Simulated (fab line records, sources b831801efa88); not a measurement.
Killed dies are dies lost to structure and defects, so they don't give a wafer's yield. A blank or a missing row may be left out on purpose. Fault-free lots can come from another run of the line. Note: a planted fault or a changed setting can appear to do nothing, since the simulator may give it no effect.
Chamber matching || flow sky130 || cmp-01 running SKY_FIELD_ISO_CMP_27: 4 sister chambers
The step polishes, stops on Si3N4, t overpolish 16 s, target thk 457.8 nm. 8 wafers are shown with their chamber, then 7 later ones without.

WAFERS WITH THEIR CHAMBER
{"wafer": "L833.3", "chamber": 0, "motor current A (A)": 14.9, "time to endpoint s (s)": 108}
{"wafer": "L833.6", "chamber": 1, "motor current A (A)": 12.3, "time to endpoint s (s)": 110}
{"wafer": "L834.2", "chamber": 2, "motor current A (A)": 13.3, "time to endpoint s (s)": 107}
{"wafer": "L834.4", "chamber": 0, "motor current A (A)": 14.2, "time to endpoint s (s)": 109}
{"wafer": "L834.5", "chamber": 3, "motor current A (A)": 12.7, "time to endpoint s (s)": 108}
{"wafer": "L838.1", "chamber": 1, "motor current A (A)": 13.1, "time to endpoint s (s)": 108}
{"wafer": "L838.3", "chamber": 3, "motor current A (A)": 12.5, "time to endpoint s (s)": 108}
{"wafer": "L838.4", "chamber": 2, "motor current A (A)": 12.9, "time to endpoint s (s)": 106}

WAFERS MISSING THEIR CHAMBER
{"wafer": "L842.4", "motor current A (A)": 13.6, "time to endpoint s (s)": 112}
{"wafer": "L842.5", "motor current A (A)": 12.9, "time to endpoint s (s)": 112}
{"wafer": "L842.6", "motor current A (A)": 12.4, "time to endpoint s (s)": 111}
{"wafer": "L846.3", "motor current A (A)": 12.4, "time to endpoint s (s)": 109}
{"wafer": "L846.4", "motor current A (A)": 13.7, "time to endpoint s (s)": 114}
{"wafer": "L847.2", "motor current A (A)": 14.5, "time to endpoint s (s)": 113}
{"wafer": "L847.4", "motor current A (A)": 12.5, "time to endpoint s (s)": 111}

WHICH CHAMBER EACH ONE RAN IN
{"wafer": "L842.4", "from the rows above": "can't be placed: 1 or 0 or 3", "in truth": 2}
{"wafer": "L842.5", "from the rows above": "can't be placed: 1 or 3", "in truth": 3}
{"wafer": "L842.6", "from the rows above": "can't be placed: 1 or 3", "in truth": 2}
{"wafer": "L846.3", "from the rows above": "can't be placed: 1 or 3", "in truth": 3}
{"wafer": "L846.4", "from the rows above": "can't be placed: 1 or 0 or 3", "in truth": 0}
{"wafer": "L847.2", "from the rows above": "can't be placed: 0 or 1", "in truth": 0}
{"wafer": "L847.4", "from the rows above": "can't be placed: 1 or 3", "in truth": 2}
Placed correctly: 0 of 7. Unplaceable from these rows: 7, with the true chamber sitting among the candidates in 4. Wrongly placed: 0.
How it was worked out, from the rows above alone: a wafer's distance from a chamber is the root of the sum, over the readings, of the square of ((its reading less the chamber's mean) divided by the reading's scatter). If the next closest chamber is less than 2 further off than the closest, the wafer can't be placed; otherwise it belongs to the closest. The mean given for a chamber averages the wafers shown for that chamber. The scatter is the square root of a quotient: the sum, over the shown wafers, of each reading's squared deviation from its chamber's mean, divided by wafers minus chambers.
